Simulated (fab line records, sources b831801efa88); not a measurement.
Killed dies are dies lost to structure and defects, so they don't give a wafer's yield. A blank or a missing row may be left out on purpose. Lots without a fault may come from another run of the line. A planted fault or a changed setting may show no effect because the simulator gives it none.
A struck lot beside a sound one | flow sky130 | 15 steps out of a route of 708
Sound: wafers L937.1, L937.3, L937.5. Struck: wafers L944.1, L944.3, L944.4. The cause comes at the end.
At each step with rows: each side's tool, then ch and its chambers, then its first start. Under that, the readings that differ: sound wafers | struck wafers | difference of the means | sigmas: that difference in standard deviations of wafers without a fault.
alike: readings whose means differ by less than 2 such deviations, and words and numbers that are the same on both sides. not compared: withheld readings, readings that some wafer has no value for, bounds like >300 that may hide the same value, and numbers for which the record gives no deviation and whose values overlap.
The two part at a step that has a row with sigmas, a row that says differs or no value, or rows on one side only. Numbers that don't overlap but have no deviation are shown without sigmas and don't part them. A reading that every wafer of one side lacks parts them only if that side has two wafers or more.

SKY_VIA1_OVL_MEAS_13:
  sound on overlay-01, day 33 11:02; struck on overlay-02, day 35 21:19
  alike: VIA1_OVL
then, 1 step without rows for these wafers: SKY_VIA1_ETCH_14 (etches BARC in N2/H2, stops on SiO2, time 45.9 s, target depth 60 nm).
SKY_VIA1_ETCH_15: etches SiO2 in C4F8/O2/Ar, stops on TiN, target depth 351 nm, time 54 s.
  sound on rie_diel-03 ch 0,2,3, day 33 11:06; struck on rie_diel-01 ch 0,1,3, day 35 21:23
  alike: oes_product_au
SKY_VIA1_STRIP_16: strips in O2/N2.
  sound on plasma_asher-03 ch 1, day 33 11:09; struck on plasma_asher-01 ch 0,1, day 35 21:26
  alike: drypump_motor_current_A, oes_product_au, strip_time_to_endpoint_s
  not compared: rf_hours_counter_h
then, 3 steps without rows for these wafers: SKY_VIA1_STRIP_17 (strips in post etch residue remover, time 1200 s); SKY_VIA1_CLEAN_18 (cleans in IPA, time 180 s); SKY_VIA1_CLEAN_19 (cleans in O3/DIW).
SKY_VIA1_SPUTTER_20: material TiN, target thk 20 nm, time 80 s.
  sound on pvd_sputter-01, day 33 11:44; struck on pvd_sputter-04, day 35 22:02
  alike: cathode_dc_power_W, chamber_pressure_pa, throttle_valve_pct
SKY_VIA1_CVD_21: deposits W, target thk 270 nm, time 80.902 s.
  sound on cvd_w-01 ch 1, day 33 11:48; struck on cvd_w-01 ch 0,1, day 35 22:05
  alike: heater_power_w
  not compared: since_wet_clean_h
SKY_VIA1_RS_MEAS_22: measures by four-point-probe.
  sound on film_metro-04, day 33 11:59; struck on film_metro-04, day 35 22:11
  alike: VIA1_W_RS
SKY_VIA1_THK_MEAS_23: measures by xrf.
  sound on film_metro-04, day 33 12:07; struck on film_metro-04, day 35 22:18
  alike: VIA1_W_THK
then, 1 step without rows for these wafers: SKY_VIA1_CMP_24 (polishes, stops on SiO2, t overpolish 15 s, target thk 0 nm).
SKY_METAL2_SPUTTER_00: material Ti, target thk 15 nm, time 10 s.
  sound on pvd_sputter-03, day 33 12:28; struck on pvd_sputter-01, day 35 22:40
  no value came back on the struck wafers for cathode_dc_power_W (W), chamber_pressure_pa (Pa), throttle_valve_pct (%), time_s (s); on the sound wafers cathode_dc_power_W (W) reads 2999.5 3000.2 3000.2
SKY_METAL2_SPUTTER_01: material TiN, target thk 20 nm, time 16.7 s.
  sound on pvd_sputter-03, day 33 12:29; struck on pvd_sputter-01, day 35 22:41
  alike: cathode_dc_power_W, chamber_pressure_pa, throttle_valve_pct
-- the record jumps here: 11 days lie between the struck wafers' starts before and after (it left off in module METAL2 and takes up again in module PAD_OPEN, whose first step shown is number 708 of the route) --
SKY_PAD_OPEN_PROBE_99:
  sound on prober-01, day 45 01:38; struck on prober-02, day 47 04:04
  reading                       | sound             | struck            | difference | sigmas
  killed_short                  | 50 49 57          | 35 36 38          | -16        | -3
  model.etest.via1_chain.rc_ohm | 15.52 14.86 15.14 | 17.07 19.39 19.72 | +3.55      |
  alike: defect_limited_yield, killed_at_M0_to_M3, killed_at_M4_up, killed_at_contacts, killed_at_front_end, killed_at_other, killed_dies, killed_open, sort_bin_3_pad_short, sort_bin_5_function, sort_bin_6_memory, sort_n_pass, sort_yield_pct

WHERE THEY PART
First at SKY_METAL2_SPUTTER_00; last, within this record, at SKY_PAD_OPEN_PROBE_99.

WHY: what the simulator had put in
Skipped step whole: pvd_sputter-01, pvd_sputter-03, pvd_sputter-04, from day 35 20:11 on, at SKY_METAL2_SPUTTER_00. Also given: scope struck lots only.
